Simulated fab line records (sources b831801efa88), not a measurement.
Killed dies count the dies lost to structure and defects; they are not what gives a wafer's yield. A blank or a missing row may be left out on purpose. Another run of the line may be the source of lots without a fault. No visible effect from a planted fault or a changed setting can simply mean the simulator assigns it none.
Struck lot and sound lot, side by side :: flow sky130 :: 20 out of 708 route steps
Sound: wafers L335.1, L335.3, L335.4. Wafers struck: L344.2, L344.5, L344.6. The cause comes at the end.
Per side, at each step with rows, come the tool, then ch with its chambers, and then its first start. Under that, the readings that differ: sound wafers :: struck wafers :: difference of the means :: sigmas: that difference in standard deviations of wafers without a fault.
alike: readings whose means differ by less than 2 such deviations, and words and numbers that are the same on both sides. not compared: withheld readings, readings that some wafer has no value for, bounds like >300 that may hide the same value, and numbers for which the record gives no deviation and whose values overlap.
Wherever a step has rows on one side only, a row that says differs or no value, or a row with sigmas, the two part there. When numbers do not overlap yet have no deviation, they are printed without sigmas and do not part them. A reading that every wafer of one side lacks parts them only if that side has two wafers or more.

SKY_LDD_HVP_OVL_MEAS_07:
  sound on overlay-02 at day 23 09:45; struck on overlay-02 at day 26 08:38
  alike: LDD_HVP_OVL
next, for these wafers, 1 step has no rows: SKY_LDD_HVP_IMPLANT_08.
SKY_LDD_HVP_STRIP_09: strips in O2/N2.
  sound on plasma asher-04 ch 0,1, day 23 09:56; struck on plasma asher-02 ch 0,1, day 26 08:49
  alike: drypump motor current A, oes product au, strip time to endpoint s
  not compared: rf hours counter h
SKY_LDD_HVP_TW_MEAS_10:
  sound on film metro-04 at day 23 10:02; struck on film metro-04 at day 26 08:56
  alike: LDD_HVP_TW
then, 7 steps without rows for these wafers: SKY_LDD_LDN_DEHYDRATE_00 (time 60 s); SKY_LDD_LDN_HMDS_01 (prime time 60 s); SKY_LDD_LDN_COAT_02 (resist thk 1140 nm); SKY_LDD_LDN_SOFTBAKE_03 (time 57.78 s); SKY_LDD_LDN_EXPOSE_04 (exposes mask LDNTM, target cd 700 nm); SKY_LDD_LDN_PEB_05; SKY_LDD_LDN_DEVELOP_06 (develop time 60 s).
SKY_LDD_LDN_OVL_MEAS_07:
  sound on overlay-01 at day 24 15:35; struck on overlay-02 at day 27 13:38
  alike: LDD_LDN_OVL
SKY_LDD_LDN_IMPLANT_08:
  sound on implanter-03 ch 0, day 24 15:37; struck on implanter-02 ch 0, day 27 13:41
reading: dose ions cm2
sound: 1.2494e+13 1.2499e+13 1.2501e+13
struck: 1.259e+12 1.246e+12 1.243e+12
difference: -1.125e+13
sigmas: -99 or more

reading: faraday current uA
sound: 70.1 70.0 68.4
struck: 6.9 7.2 7.1
difference: -62.4
sigmas: -42
then, 3 steps without rows for these wafers: SKY_LDD_LDN_IMPLANT_09; SKY_LDD_LDN_IMPLANT_10; SKY_LDD_LDN_IMPLANT_11.
SKY_LDD_LDN_STRIP_12: strips in O2/N2.
  sound on plasma asher-02 ch 0,1, day 24 16:13; struck on plasma asher-01 ch 0,1, day 27 14:16
  alike: drypump motor current A, oes product au, strip time to endpoint s
  not compared: rf hours counter h
SKY_LDD_LDN_TW_MEAS_13:
  sound on film metro-04 at day 24 16:19; struck on film metro-03 at day 27 14:23
reading: LDD_LDN_TW
sound: 1482 1485 1476
struck: 1370 1359 1355
difference: -120
sigmas: -14
then, 1 step without rows for these wafers: SKY_LDD_LDN_CLEAN_14 (cleans in SC1/SC2, time 150 s).
-- record jumps: 21 days separate the struck wafers' starts on either side; left off in module LDD_LDN, taken up again in module PAD_OPEN, whose first shown step is the route's number 708 --
SKY_PAD_OPEN_PROBE_99:
  sound on prober-01 at day 46 22:30; struck on prober-02 at day 48 23:28
reading: model.etest.tip sonos.rs ohm sq
sound: 2761 2707 2659
struck: 3052 3047 3001
difference: +324
sigmas: 
  alike: killed_at_M0_to_M3, killed_at_M4_up, killed at contacts, killed at front end, killed at other, killed dies, killed on rim, killed open, killed short

== WHERE THEY PART ==
First at SKY_LDD_LDN_IMPLANT_08; last, within this record, at SKY_LDD_LDN_TW_MEAS_13. Later steps at which nothing parts them and some readings are alike: SKY_PAD_OPEN_PROBE_99.

WHY: what had been put in by the simulator
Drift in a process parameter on implanter-02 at SKY_LDD_LDN_IMPLANT_08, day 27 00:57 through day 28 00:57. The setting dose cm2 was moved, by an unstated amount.
